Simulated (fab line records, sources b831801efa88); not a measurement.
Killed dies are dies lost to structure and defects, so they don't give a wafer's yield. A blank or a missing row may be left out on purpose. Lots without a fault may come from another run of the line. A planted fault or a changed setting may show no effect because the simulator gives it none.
Which tool did it? | flow gf180mcu | 14 lots, 42 wafers sampled, at 3 steps of a route of 602

WHAT THE GAUGES READ, wafer by wafer
GF_CONTACT_OVL_MEAS_15. Usual: CONTACT_OVL -6 nm, standard deviation 5.9.
lot  | measured     | on         | CONTACT_OVL (nm) | flag
L332 | day 15 23:49 | overlay-01 | 0 2 5            |
L333 | day 16 08:40 | overlay-01 | -15 -12 -11      |
L334 | day 16 12:00 | overlay-01 | -13 -2 -8        |
L335 | day 17 06:34 | overlay-01 | 1 -6 -2          |
L337 | day 18 05:37 | overlay-01 | -10 -8 -5        |
L338 | day 18 08:28 | overlay-01 | -4 -7 -3         |
L340 | day 19 05:33 | overlay-01 | -4 -13 -15       |
L342 | day 19 21:07 | overlay-01 | -13 -8 -5        |
L344 | day 20 13:43 | overlay-02 | -5 -12 -6        |
L350 | day 22 13:26 | overlay-02 | -3 -6 4          |
L352 | day 23 03:43 | overlay-02 | -6 -7 -4         |
L353 | day 23 15:13 | overlay-02 | 2 -1 -7          |
L354 | day 23 20:57 | overlay-02 | -6 -2 -1         |
L355 | day 24 06:31 | overlay-01 | -19 -13 -16      |

GF_CONTACT_RS_MEAS_25: measures by four-point-probe. Usual: CONTACT_W_RS 0.382 ohm/sq, standard deviation 0.0038.
lot  | measured     | on            | CONTACT_W_RS (ohm/sq) | flag
L332 | day 16 00:31 | film_metro-04 | 0.384 0.380 0.381     |
L333 | day 16 09:22 | film_metro-02 | 0.386 0.382 0.382     |
L334 | day 16 12:41 | film_metro-03 | 0.381 0.380 0.383     |
L335 | day 17 07:15 | film_metro-03 | 0.383 0.380 0.381     |
L337 | day 18 06:22 | film_metro-03 | 0.380 0.382 0.386     |
L338 | day 18 09:10 | film_metro-04 | 0.391 0.389 0.385     |
L340 | day 19 06:15 | film_metro-04 | 0.382 0.386 0.384     |
L342 | day 19 21:50 | film_metro-03 | 0.387 0.388 0.383     |
L344 | day 20 14:28 | film_metro-02 | 0.386 0.386 0.385     |
L350 | day 22 14:09 | film_metro-03 | 0.378 0.378 0.381     |
L352 | day 23 04:26 | film_metro-02 | 0.380 0.379 0.380     |
L353 | day 23 15:56 | film_metro-02 | 0.383 0.371 0.378     |
L354 | day 23 21:40 | film_metro-03 | 0.378 0.378 0.381     |
L355 | day 24 07:16 | film_metro-03 | 0.382 0.379 0.384     |

WHICH TOOL RAN EACH LOT (tool, then ch and the chambers of the sampled wafers, then the start)
lot  | GF_SALICIDE_RTA_08
L332 | rtp_anneal-01 ch 0, day 15 02:27
L333 | rtp_anneal-01 ch 0, day 15 10:17
L334 | rtp_anneal-01 ch 0, day 15 13:26
L335 | rtp_anneal-02 ch 0, day 16 07:11
L337 | rtp_anneal-02 ch 0, day 17 05:16
L338 | rtp_anneal-02 ch 0, day 17 08:43
L340 | rtp_anneal-02 ch 0, day 18 03:52
L342 | rtp_anneal-02 ch 0, day 18 20:08
L344 | rtp_anneal-02 ch 0, day 19 12:52
L350 | rtp_anneal-02 ch 0, day 21 12:55
L352 | rtp_anneal-02 ch 0, day 22 03:05
L353 | rtp_anneal-02 ch 0, day 22 15:46
L354 | rtp_anneal-01 ch 0, day 22 20:47
L355 | rtp_anneal-01 ch 0, day 23 07:07
- GF_SALICIDE_RTA_08: time 30 s.

WHAT THE TOOLS THEMSELVES READ (means of the sampled wafers that have a number; where no wafer has one, the mark that the record gives instead)
GF_SALICIDE_RTA_08. Usual: lamp_power_pct 20.5 %, standard deviation 0.56; wafer_temp_C_max 803.8, standard deviation 1.4.
lot  | tool          | lamp_power_pct (%) | wafer_temp_C_max | flag
L332 | rtp_anneal-01 | 19.9               | 802.5            |
L333 | rtp_anneal-01 | 19.9               | 802.2            |
L334 | rtp_anneal-01 | 19.9               | 802.0            |
L335 | rtp_anneal-02 | 21.0               | 804.3            |
L337 | rtp_anneal-02 | 21.0               | 804.7            |
L338 | rtp_anneal-02 | 21.0               | 804.3            |
L340 | rtp_anneal-02 | 21.0               | 804.8            |
L342 | rtp_anneal-02 | 21.0               | 805.0            |
L344 | rtp_anneal-02 | 21.0               | 805.4            |
L350 | rtp_anneal-02 | 21.0               | 805.3            |
L352 | rtp_anneal-02 | 21.0               | 804.5            |
L353 | rtp_anneal-02 | 21.0               | 803.9            |
L354 | rtp_anneal-01 | 19.9               | 802.5            |
L355 | rtp_anneal-01 | 19.9               | 802.0            |

THE ANSWER, worked out from the rows above alone
Rule: a lot is off if the mean of its wafers that have a number lies more than 3 standard deviations from the usual mean. A lot without any number at a reading at which 4 lots or more have one is off too. The other lots that the step has rows for count as sound. The gauges are gone through in route order, then the tools' own readings, and for those a lot's mean is taken as printed above. The first step at which some lot is off is used, and at that step the reading that is off furthest; a lot without a number counts as furthest.
No lot is off at any reading shown: from this, nothing can be told.

WHAT THE SIMULATOR HAD PUT IN
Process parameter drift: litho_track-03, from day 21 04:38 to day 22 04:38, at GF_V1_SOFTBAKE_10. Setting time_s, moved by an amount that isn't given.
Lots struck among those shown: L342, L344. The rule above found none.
